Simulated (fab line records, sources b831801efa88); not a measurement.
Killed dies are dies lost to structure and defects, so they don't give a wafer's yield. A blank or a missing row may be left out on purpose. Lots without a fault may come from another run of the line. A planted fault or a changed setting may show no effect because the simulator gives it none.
fab line records | flow sfq_line
record lots=15 wafers=45 last_day=83
route steps=325 shown I2@103
lots that met no fault: from a run of the same line without faults
start_h: hours from the record's first day to the start of the lot's first wafer shown | wait_h: hours since the lot's step before | " the same as in the row above | L1.1+2: a row that stands for several wafers | - no value, or no start given | * or withheld: withheld | < > ~ a bound
route shown NAME@n: a module of which the file shows steps, and the number in the route of the first | usual: mean/standard deviation of fault-free wafers | same: alike in all rows | chamber/n: place in a boat | sites: the reading at each site | _std_site: their standard deviation | _edge_site: outer sites' mean less inner sites' | radius_mm: how far each site lies from the wafer's centre | mask NAME#n: copy n | behind: the tool/chamber that last shaped the wafer | hold: why the lot was held/for how many hours/how that ended | device: the transistor (n, p or np) that didn't switch | end of line: the same wafers' tests at the end of the route | a step without rows: its recipe alone | killed: dies lost to structure and defects at the first sort, not the wafer's yield | map: a wafer's dies, x killed, . not, _ none there
set.NAME: the setting as run; set.NAME@STEP: as run at that earlier step | model.NAME: the simulator's own value behind a step, which no gauge read
steps of the route over a sample of lots; a table a step, a row a wafer
services: from which hour (start_h, from the record's first day; less than 0 if before it) a tool's chamber was out of use, for how many hours, and why
## steps
# step SFQ_TRILAYER_I2_DEP_PECVD_063
# recipe material=SiO2 temp_c=150 time_s=111.11 pressure_torr=2.4 rf_w=183.3 precursor=SiH4/N2O target_thk_nm=500
# usual heater_power_w=88/21 rf_fwd_power_W=182.5/0.58 showerhead_vpp_V=842/31 throttle_valve_pct=24.2/0.73
# columns lot.wafer tool chamber start_h wait_h heater_power_w rf_fwd_power_W showerhead_vpp_V throttle_valve_pct
L933.1 pecvd-02 2 516.30 0.0 80 182.0 836 24.2
L933.4 " 1 " " 94 182.9 812 25.4
L933.6 " 2 " " 78 183.0 828 24.0
L935.1 pecvd-02 2 540.30 0.0 88 183.3 842 23.6
L935.3 " 0 " " 87 182.2 889 25.0
L935.4 " 1 " " 96 183.0 822 25.4
L936.3 pecvd-01 0 548.46 0.0 86 183.0 835 24.2
L936.4 " 1 " " 78 182.3 847 25.0
L936.5 " 0 " " 86 182.5 830 24.3
L937.4 pecvd-04 2 561.94 0.0 111 181.2 818 24.0
L937.5 " 1 " " 121 182.5 833 24.4
L937.6 " 0 " " 54 182.3 893 24.6
L938.2 pecvd-01 1 579.60 0.0 86 182.8 849 25.4
L938.3 " 2 " " 84 181.3 785 23.9
L938.5 " 0 " " 76 182.0 823 24.6
L942.1 pecvd-04 2 771.11 0.0 94 183.3 816 24.1
L942.3 " 0 " " 50 182.3 896 24.8
L942.6 " 0 " " 52 182.8 895 25.1
L944.4 pecvd-04 2 781.95 0.0 75 255.0 956 23.9
L944.5 " 1 " " 96 256.1 1009 24.1
L944.6 " 0 " " 31 254.8 1088 24.4
L945.3 pecvd-02 2 784.31 0.0 84 182.7 835 23.3
L945.5 " 1 " " 84 182.6 816 24.1
L945.6 " 2 " " 85 182.1 847 23.4
L946.2 pecvd-04 1 786.72 0.0 93 256.3 1005 24.4
L946.3 " 0 " " 30 256.2 1037 24.6
L946.4 " 0 " " 32 256.4 1071 24.8
L947.4 pecvd-04 0 804.23 0.0 21 255.8 1052 24.9
L947.5 " 1 " " 94 256.4 998 24.1
L947.6 " 2 " " 86 255.1 974 23.8
L952.2 pecvd-01 2 844.40 0.0 66 182.6 815 24.5
L952.3 " 1 " " 85 182.1 844 25.7
L952.5 " 1 " " 91 181.5 836 25.9
L953.1 pecvd-01 1 853.37 0.0 96 181.9 841 26.2
L953.2 " 2 " " 78 182.5 804 24.3
L953.4 " 2 " " 80 183.0 799 24.7
L954.2 pecvd-04 0 870.55 0.0 49 180.9 892 24.8
L954.3 " 2 " " 110 183.4 804 23.8
L954.6 " 1 " " 124 182.0 839 24.4
L955.1 pecvd-02 1 879.10 0.0 81 183.0 824 24.1
L955.3 " 0 " " 81 182.5 883 23.4
L955.5 " 1 " " 85 182.3 823 24.5
L956.1 pecvd-04 0 883.95 0.0 56 182.5 895 24.7
L956.3 " 1 " " 131 182.0 847 24.0
L956.4 " 2 " " 108 182.9 818 23.7
# step SFQ_TRILAYER_I2_CMP_CMP_064
# recipe material=SiO2 down_force_psi=3 platen_rpm=60 pad_velocity_m_s=0.94248
# usual head_pressure_psi=3.000/0.0059 motor_current_A=10.0/0.87 time_to_endpoint_s=212/8.2
# columns lot.wafer tool chamber start_h wait_h head_pressure_psi motor_current_A time_to_endpoint_s
L933.1 cmp-01 3 532.19 15.9 3.008 10.1 206
L933.4 " 2 533.69 17.3 2.998 9.2 208
L933.6 " 0 534.69 18.3 3.005 10.6 197
L935.1 cmp-02 1 551.88 11.5 3.003 8.8 220
L935.4 " 2 " " 2.995 10.3 210
L935.3 " 3 " " 2.991 9.9 222
L936.3 cmp-01 0 560.19 11.7 3.002 10.9 198
L936.4 " 1 " " 2.998 11.4 211
L936.5 " 3 561.69 13.2 2.997 9.8 221
L937.4 cmp-02 1 573.38 11.4 3.010 8.9 230
L937.6 " 0 574.88 12.9 3.001 9.4 212
L937.5 " 1 " " 2.996 9.2 226
L938.3 cmp-02 0 591.38 11.7 2.998 9.7 204
L938.2 " 2 592.38 12.7 2.999 10.2 202
L938.5 " 0 593.38 13.7 2.995 9.6 210
L942.3 cmp-01 2 784.79 13.6 3.012 9.5 208
L942.1 " 3 " " 3.013 9.4 216
L942.6 " 0 " " 2.997 9.5 203
L944.4 cmp-01 0 801.79 19.8 3.001 9.8 250
L944.5 " 0 803.79 21.8 3.005 10.3 254
L944.6 " 1 " " 2.998 11.4 252
L945.3 cmp-01 2 806.29 21.9 3.011 9.6 215
L945.5 " 3 " " 3.000 9.4 206
L945.6 " 0 " " 3.008 10.0 207
L946.4 cmp-01 1 810.79 24.0 2.995 11.5 245
L946.2 " 2 " " 3.006 9.5 241
L946.3 " 0 812.29 25.5 2.990 10.2 241
L947.4 cmp-02 2 834.69 30.4 3.002 10.3 243
L947.6 " 3 " " 3.001 10.1 252
L947.5 " 0 " " 2.998 9.1 249
L952.2 cmp-01 0 883.29 38.8 3.002 10.4 201
L952.3 " 2 884.29 39.8 2.998 9.7 200
L952.5 " 3 " " 3.000 9.3 208
L953.1 cmp-02 1 890.69 37.3 3.006 9.1 220
L953.4 " 2 " " 2.997 10.1 214
L953.2 " 3 " " 3.002 9.6 213
L954.2 cmp-01 2 910.29 39.7 3.010 9.2 207
L954.3 " 3 " " 2.988 10.0 211
L954.6 " 1 911.79 41.2 3.005 11.8 213
L955.1 cmp-02 3 921.19 42.0 3.003 9.7 208
L955.3 " 0 " " 2.994 9.3 213
L955.5 " 1 " " 3.000 8.6 220
L956.4 cmp-01 2 924.18 40.1 2.994 9.2 203
L956.3 " 0 925.18 41.2 2.988 10.0 199
L956.1 " 1 " " 2.994 11.6 192
## services
# columns tool chamber start_h hours kind
cmp-01 - 497.46 0.9 repair
pecvd-04 - 559.21 1.5 repair
cmp-01 - 574.19 4.0 pm
pecvd-04 - 601.25 1.7 repair
cmp-02 - 606.37 1.3 repair
pecvd-04 - 608.40 6.0 pm
cmp-01 - 618.03 5.3 pm
cmp-01 - 641.97 0.7 repair
cmp-01 - 643.64 0.5 repair
cmp-02 - 664.89 3.2 pm
cmp-02 - 671.35 7.3 repair
cmp-02 - 671.65 2.5 repair
cmp-01 - 699.27 0.7 repair
pecvd-04 0 722.22 3.4 repair
cmp-01 - 729.49 1.8 repair
cmp-02 - 751.39 4.0 pm
cmp-02 - 752.36 1.3 repair
cmp-02 - 768.57 3.7 repair
cmp-02 - 778.22 11.9 pm
pecvd-04 - 786.80 2.8 pm
cmp-01 - 797.77 0.5 repair
cmp-01 - 819.79 6.0 pm
pecvd-04 2 821.76 5.4 repair
cmp-01 - 915.79 4.0 pm
## key
first_sign step=SFQ_TRILAYER_I2_DEP_PECVD_063 reading=rf_fwd_power_W direction=up sigmas=99+ usual=182.5 struck=255.8
effect step=SFQ_TRILAYER_I2_DEP_PECVD_063 reading=showerhead_vpp_V direction=up sigmas=5.7 usual=842 struck=1021
effect step=SFQ_TRILAYER_I2_CMP_CMP_064 reading=time_to_endpoint_s direction=up sigmas=4.3 usual=* struck=*
met_at SFQ_TRILAYER_I2_DEP_PECVD_063
struck_lots L944,L946,L947
onset_between 771.11 781.95
fault kind=process_parameter_drift tool=pecvd-04 chamber=- onset_h=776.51 steps=SFQ_TRILAYER_I2_DEP_PECVD_063 channel=rf_w offset=73.32 shape=step end_h=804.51 acts_in=these_recipes_only stated=183.3
